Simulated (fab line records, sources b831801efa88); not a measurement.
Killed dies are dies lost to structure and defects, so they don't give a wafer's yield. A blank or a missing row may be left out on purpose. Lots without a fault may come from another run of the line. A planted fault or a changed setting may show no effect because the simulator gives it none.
One fault seen from 2 desks | flow gf180mcu | each desk has only its own numbers; what lay behind them comes last

THE METROLOGY DESK
What the gauges read, lot by lot, whatever tool the lot ran on: means of the sampled wafers that have a number. A lot is out of limits, marked OUT, if its mean lies more than 4 standard deviations from the usual mean; the brackets give that distance.
Columns: A = HV_LDD_RS at GF_HV_LDD_RS_MEAS_53, usual 417.5 ohm/sq; B = V2_OVL at GF_V2_OVL_MEAS_15, usual -8 nm
lot  | first seen here | A                | B
L703 | day 12 09:41    | 418.3            | -5
L704 | day 12 16:05    | 417.7            | -7
L705 | day 13 03:25    | 417.7            | -7
L706 | day 13 09:22    | 418.1            | -1
L707 | day 13 18:02    | 417.9            | -6
L709 | day 14 11:57    | 417.4            | -5
L711 | day 15 07:05    | 417.7            | -11
L712 | day 15 11:23    | 416.2            | -7
L713 | day 15 23:50    | 418.8            | -7
L719 | day 17 19:56    | 423.7 (+6.5) OUT | -11
L720 | day 18 03:16    | 420.6            | -10
L723 | day 19 05:12    | 416.9            | -13
L724 | day 19 11:31    | 417.8            | -2
L725 | day 19 22:34    | 416.2            | -11
This desk's finding: out of limits on L719; first on L719, day 17 19:56 (HV_LDD_RS at GF_HV_LDD_RS_MEAS_53). In limits: L703, L704, L705, L706, L707, L709, L711, L712, L713, L720, L723, L724, L725.

THE TOOL OWNER'S DESK: implanter-02
The tool's own readings at GF_HV_LDD_IMPLANT_36: means of the sampled wafers that have a number, for each lot that ran on this tool. A lot is out of limits, marked OUT, if its mean lies more than 4 standard deviations from the usual mean; the brackets give that distance.
Columns: A = dose_ions_cm2 at GF_HV_LDD_IMPLANT_36, usual 7.498e+12; B = faraday_current_uA at GF_HV_LDD_IMPLANT_36, usual 42.3
lot  | first seen here | A                           | B
L709 | day 13 14:30    | 7.508e+12                   | 41.8
L713 | day 15 01:45    | 7.502e+12                   | 41.8
L719 | day 16 21:01    | 5.810e+12 (-99 or more) OUT | 32.6 (-11) OUT
L720 | day 17 02:55    | 5.815e+12 (-99 or more) OUT | 32.0 (-11) OUT
This desk's finding: out of limits on L719, L720; first on L719, day 16 21:01 (dose_ions_cm2 at GF_HV_LDD_IMPLANT_36). In limits: L709, L713.

PUT TOGETHER
The tool owner's desk could have raised an alarm at day 16 21:01, on L719, L720.
The metrology desk could have raised an alarm at day 17 19:56, on L719.
The metrology desk has L720 on record, within its limits.
Of the lots named, all ran GF_HV_LDD_IMPLANT_36 on implanter-02.

WHAT THE SIMULATOR HAD PUT IN
Process parameter drift: implanter-02, from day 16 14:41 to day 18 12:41, at GF_HV_LDD_IMPLANT_36. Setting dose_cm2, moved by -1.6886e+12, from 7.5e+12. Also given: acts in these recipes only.
Lots struck among those shown: L719, L720.
Hours from the fault's start to each desk's first reading out of limits: the tool owner's desk, 6; the metrology desk, 29.
